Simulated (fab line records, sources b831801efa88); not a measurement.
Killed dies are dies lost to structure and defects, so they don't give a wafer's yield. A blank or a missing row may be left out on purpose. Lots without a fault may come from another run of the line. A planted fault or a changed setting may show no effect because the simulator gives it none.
One fault seen from 2 desks | flow sky130 | each desk has only its own numbers; what lay behind them comes last

THE TOOL OWNER'S DESK: cmp-01
The tool's own readings at SKY_VIA1_CMP_24 (polishes, stops on SiO2, t overpolish 15 s, target thk 0 nm): means of the sampled wafers that have a number, for each lot that ran on this tool. A lot is out of limits, marked OUT, if its mean lies more than 4 standard deviations from the usual mean; the brackets give that distance.
Columns: A = motor_current_A at SKY_VIA1_CMP_24, usual 10.5 A; B = overpolish_run_s at SKY_VIA1_CMP_24, usual 14.999 s; C = retaining_ring_pressure_frac at SKY_VIA1_CMP_24, usual 1.000; D = slurry_flow_ml_min at SKY_VIA1_CMP_24, usual 149.9; E = time_to_endpoint_s at SKY_VIA1_CMP_24, usual 64 s
lot  | first seen here | A    | B                | C     | D     | E
L703 | day 34 22:55    | 10.5 | 14.993           | 1.002 | 149.8 | 68
L707 | day 36 05:21    | 10.2 | 15.009           | 1.001 | 149.7 | 65
L709 | day 37 05:37    | 10.2 | 15.000           | 0.999 | 149.8 | 63
L710 | day 38 01:51    | 9.8  | 14.992           | 1.000 | 149.7 | 65
L711 | day 38 03:37    | 9.7  | 15.001           | 0.996 | 150.5 | 62
L712 | day 38 07:58    | 9.8  | 15.009           | 1.002 | 149.9 | 65
L719 | day 39 21:32    | 10.0 | 15.673 (+72) OUT | 0.998 | 150.4 | 65
This desk's finding: out of limits on L719; first on L719, day 39 21:32 (overpolish_run_s at SKY_VIA1_CMP_24). In limits: L703, L707, L709, L710, L711, L712.

THE METROLOGY DESK
What the gauges read, lot by lot, whatever tool the lot ran on: means of the sampled wafers that have a number. A lot is out of limits, marked OUT, if its mean lies more than 4 standard deviations from the usual mean; the brackets give that distance.
Columns: A = VIA1_OVL at SKY_VIA1_OVL_MEAS_13, usual -1 nm; B = VIA1_W_THK at SKY_VIA1_THK_MEAS_23, usual 267 nm; C = METAL2_ALCU_RS at SKY_METAL2_RS_MEAS_05, usual 0.1269 ohm/sq
lot  | first seen here | A  | B   | C
L702 | day 34 15:34    | -5 | 269 | 0.1278
L703 | day 34 21:52    | -4 | 264 | 0.1244
L704 | day 35 05:07    | -1 | 269 | 0.1269
L706 | day 35 22:30    | -0 | 272 | 0.1281
L707 | day 36 04:12    | -2 | 273 | 0.1260
L709 | day 37 04:31    | -2 | 264 | 0.1278
L710 | day 38 00:47    | 1  | 269 | 0.1267
L711 | day 38 02:28    | 2  | 265 | 0.1262
L712 | day 38 06:49    | -3 | 271 | 0.1266
L713 | day 38 13:12    | 3  | 261 | 0.1296
L714 | day 38 13:17    | -6 | 267 | 0.1252
L719 | day 39 20:30    | 0  | 267 | 0.1259
This desk's finding: nothing out of limits on any of the 12 lots.

PUT TOGETHER
The tool owner's desk could have raised an alarm at day 39 21:32, on L719.
The metrology desk saw nothing out of limits.
The metrology desk has L719 on record, within its limits.
Of the lots named, all ran SKY_VIA1_CMP_24 on cmp-01.

WHAT THE SIMULATOR HAD PUT IN
Process parameter drift: cmp-01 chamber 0, from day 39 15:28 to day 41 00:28, at SKY_VIA1_CMP_24. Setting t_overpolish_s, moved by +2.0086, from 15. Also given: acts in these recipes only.
Lots struck among those shown: L719.
Hours from the fault's start to each desk's first reading out of limits: the tool owner's desk, 6.
